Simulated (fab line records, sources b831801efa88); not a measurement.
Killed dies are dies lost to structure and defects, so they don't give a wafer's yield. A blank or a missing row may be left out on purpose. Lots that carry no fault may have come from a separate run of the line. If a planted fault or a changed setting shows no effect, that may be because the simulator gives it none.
What tool caused it? | flow gf180mcu | 12 lots with 36 wafers sampled at 5 steps, on a route of 602 steps

## WHAT THE GAUGES SHOWED, per wafer
GF_DNWELL_TW_MEAS_09.
lot  | measured    | on           | DNWELL_TW
L682 | day 2 21:02 | filmMetro-02 | 1341 1344 1344
L683 | day 3 00:52 | filmMetro-03 | 1323 1322 1329
L684 | day 3 06:29 | filmMetro-02 | 1350 1354 1352
L685 | day 3 11:29 | filmMetro-03 | 1329 1335 1331
L686 | day 3 15:57 | filmMetro-03 | 1326 1336 1326
L687 | day 3 22:59 | filmMetro-01 | 1369 1374 1370
L688 | day 4 03:16 | filmMetro-03 | 1343 1351 1348
L696 | day 5 22:16 | filmMetro-01 | 1072 1078 1081
L697 | day 6 03:44 | filmMetro-03 | 1079 1090 1088
L699 | day 6 14:08 | filmMetro-03 | 1350 1347 1353
L700 | day 6 19:43 | filmMetro-01 | 1333 1340 1338
L704 | day 7 17:23 | filmMetro-01 | 1339 1339 1344

GF_LVPWELL_OVL_MEAS_07.
lot  | measured    | on         | LVPWELL_OVL (nm)
L682 | day 4 00:02 | overlay-02 | -1.9 -1.9 -2.9
L683 | day 4 04:29 | overlay-02 | -0.5 -2.7 -2.6
L684 | day 4 09:20 | overlay-02 | -2.5 -2.4 -4.7
L685 | day 4 15:02 | overlay-01 | 3.8 1.0 1.3
L686 | day 4 20:26 | overlay-02 | -3.1 -2.3 -0.8
L687 | day 5 03:47 | overlay-02 | -0.5 -0.9 1.3
L688 | day 5 08:44 | overlay-02 | 1.0 0.7 -0.6
L696 | day 7 06:59 | overlay-01 | 2.2 1.1 0.4
L697 | day 7 11:38 | overlay-02 | 3.7 0.1 -0.1
L699 | day 7 23:19 | overlay-02 | -2.3 0.1 -2.9
L700 | day 8 04:56 | overlay-01 | -0.2 0.9 0.0
L704 | day 9 04:08 | overlay-02 | -2.6 -1.6 0.0

GF_MVSD_OVL_MEAS_07.
lot  | measured    | on         | MVSD_OVL (nm)
L682 | day 4 14:37 | overlay-02 | 1.5 0.3 -1.1
L683 | day 4 18:53 | overlay-02 | -1.2 -1.2 -1.3
L684 | day 5 00:08 | overlay-02 | 1.2 -0.4 0.6
L685 | day 5 06:47 | overlay-02 | -0.3 0.8 -0.5
L686 | day 5 11:47 | overlay-02 | -1.1 0.2 0.4
L687 | day 5 19:14 | overlay-02 | 2.0 0.9 1.1
L688 | day 5 23:56 | overlay-02 | 2.1 -0.7 -1.4
L696 | day 8 00:16 | overlay-02 | 1.4 3.3 -0.3
L697 | day 8 04:59 | overlay-02 | 1.0 0.8 1.0
L699 | day 8 16:07 | overlay-02 | 0.2 0.8 -2.3
L700 | day 8 22:01 | overlay-01 | 0.7 1.4 1.7
L704 | day 9 21:41 | overlay-01 | -0.4 -0.1 -1.6

## EACH LOT AND THE TOOL THAT RAN IT (in order: tool; ch and the chambers of the sampled wafers; start)
lot  | GF_DNWELL_IMPLANT_07           | GF_LVPWELL_STRIP_10
L682 | implanter-03 ch 0, day 2 20:47 | plasmaAsher-03 ch 0,1, day 4 00:27
L683 | implanter-03 ch 0, day 3 00:37 | plasmaAsher-02 ch 0,1, day 4 04:49
L684 | implanter-01 ch 0, day 3 06:14 | plasmaAsher-04 ch 0,1, day 4 09:40
L685 | implanter-03 ch 0, day 3 11:16 | plasmaAsher-02 ch 0,1, day 4 15:24
L686 | implanter-01 ch 0, day 3 15:44 | plasmaAsher-04 ch 0,1, day 4 20:48
L687 | implanter-01 ch 0, day 3 22:45 | plasmaAsher-04 ch 1, day 5 04:07
L688 | implanter-01 ch 0, day 4 03:01 | plasmaAsher-03 ch 0,1, day 5 09:04
L696 | implanter-01 ch 0, day 5 22:01 | plasmaAsher-04 ch 0,1, day 7 07:19
L697 | implanter-01 ch 0, day 6 03:30 | plasmaAsher-02 ch 0,1, day 7 11:58
L699 | implanter-03 ch 0, day 6 13:53 | plasmaAsher-04 ch 0,1, day 7 23:40
L700 | implanter-02 ch 0, day 6 19:28 | plasmaAsher-03 ch 0,1, day 8 05:16
L704 | implanter-03 ch 0, day 7 17:09 | plasmaAsher-04 ch 0,1, day 9 04:28
- GF_DNWELL_IMPLANT_07
- GF_LVPWELL_STRIP_10: strips in O2/N2.

## AS READ BY THE TOOLS THEMSELVES (means over the sampled wafers that have a number; for cases with no such wafer, the mark the record gives instead)
GF_DNWELL_IMPLANT_07.
lot  | tool         | doseIonsCm2 | faradayCurrentUA
L682 | implanter-03 | 9.995e+12   | 56.5
L683 | implanter-03 | 1.001e+13   | 56.1
L684 | implanter-01 | 9.995e+12   | 57.3
L685 | implanter-03 | 9.988e+12   | 56.1
L686 | implanter-01 | 1.000e+13   | 56.3
L687 | implanter-01 | 1.000e+13   | 56.8
L688 | implanter-01 | 1.001e+13   | 55.3
L696 | implanter-01 | 5.057e+12   | 28.5
L697 | implanter-01 | 5.059e+12   | 28.5
L699 | implanter-03 | 9.979e+12   | 57.1
L700 | implanter-02 | 9.999e+12   | 55.6
L704 | implanter-03 | 1.001e+13   | 56.1

GF_LVPWELL_STRIP_10.
lot  | tool           | drypumpMotorCurrentA (A) | heaterPowerW (W) | oesProductAu (a.u.) | stripTimeToEndpointS (s)
L682 | plasmaAsher-03 | 5.6                      | 294              | 0.723               | 37.19
L683 | plasmaAsher-02 | 5.9                      | 360              | 0.729               | 37.20
L684 | plasmaAsher-04 | 5.6                      | 309              | 0.723               | 37.12
L685 | plasmaAsher-02 | 5.6                      | 343              | 0.726               | 37.00
L686 | plasmaAsher-04 | 5.6                      | 312              | 0.718               | 36.78
L687 | plasmaAsher-04 | 5.5                      | 327              | 0.723               | 37.02
L688 | plasmaAsher-03 | 5.6                      | 308              | 0.721               | 37.03
L696 | plasmaAsher-04 | 5.6                      | 311              | 0.719               | 36.83
L697 | plasmaAsher-02 | 5.6                      | 345              | 0.720               | 36.91
L699 | plasmaAsher-04 | 5.5                      | 322              | 0.721               | 37.00
L700 | plasmaAsher-03 | 5.6                      | 295              | 0.724               | 36.87
L704 | plasmaAsher-04 | 5.5                      | 319              | 0.722               | 37.04

## THE ANSWER, worked out from the rows above alone
Rule: the lots themselves supply what counts as usual. Put in order of their means at a reading, lots are off if they are a third of the lots or fewer, leave a main group of 4 or more, and stand apart from it by a gap of 3 or more times the standard deviation of the main group's means; of several such gaps the widest counts. If all means in a main group match to the digits the tables above print for the reading, that group is not used. Also off: a lot with no number at a reading for which 4 or more lots have one. Any other lot the step has rows for is counted as sound. The gauges are gone through in route order, then the tools' own readings, and for those a lot's mean is taken as printed above. At the first step where some lot is off, the reading lying furthest off is the one used; lots without a number count as furthest.
Off: L696, L697, at GF_DNWELL_TW_MEAS_09 (DNWELL_TW). Mean 1343 and standard deviation 13 in the main group.
If a tool, at a process step before that reading, ran all the lots that are off and no sound lot after the first of them, it fits. Not tried: the gauges at GF_DNWELL_TW_MEAS_09; whatever is off there is also off at GF_DNWELL_IMPLANT_07, on other tools, and gauge error can't account for it. One candidate fits, namely implanter-01 at GF_DNWELL_IMPLANT_07. A fault onset in the window from L688 (day 4 03:01, its last sound lot) to L696 (day 5 22:01, its first lot off) fits.
The tool's own readings at GF_DNWELL_IMPLANT_07 bear it out: on the lots that are off they differ by more than 5 times the standard deviation of the sound lots' means. doseIonsCm2 reads 5.058e+12 there against 9.999e+12 on the sound lots; faradayCurrentUA reads 28.5 there against 56.3 on the sound lots.

## WHAT THE SIMULATOR PUT IN
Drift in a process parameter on implanter-01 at GF_DNWELL_IMPLANT_07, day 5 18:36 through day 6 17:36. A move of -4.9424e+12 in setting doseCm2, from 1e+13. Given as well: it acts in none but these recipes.
Shown lots that were struck: L696, L697. The rule above found the same.
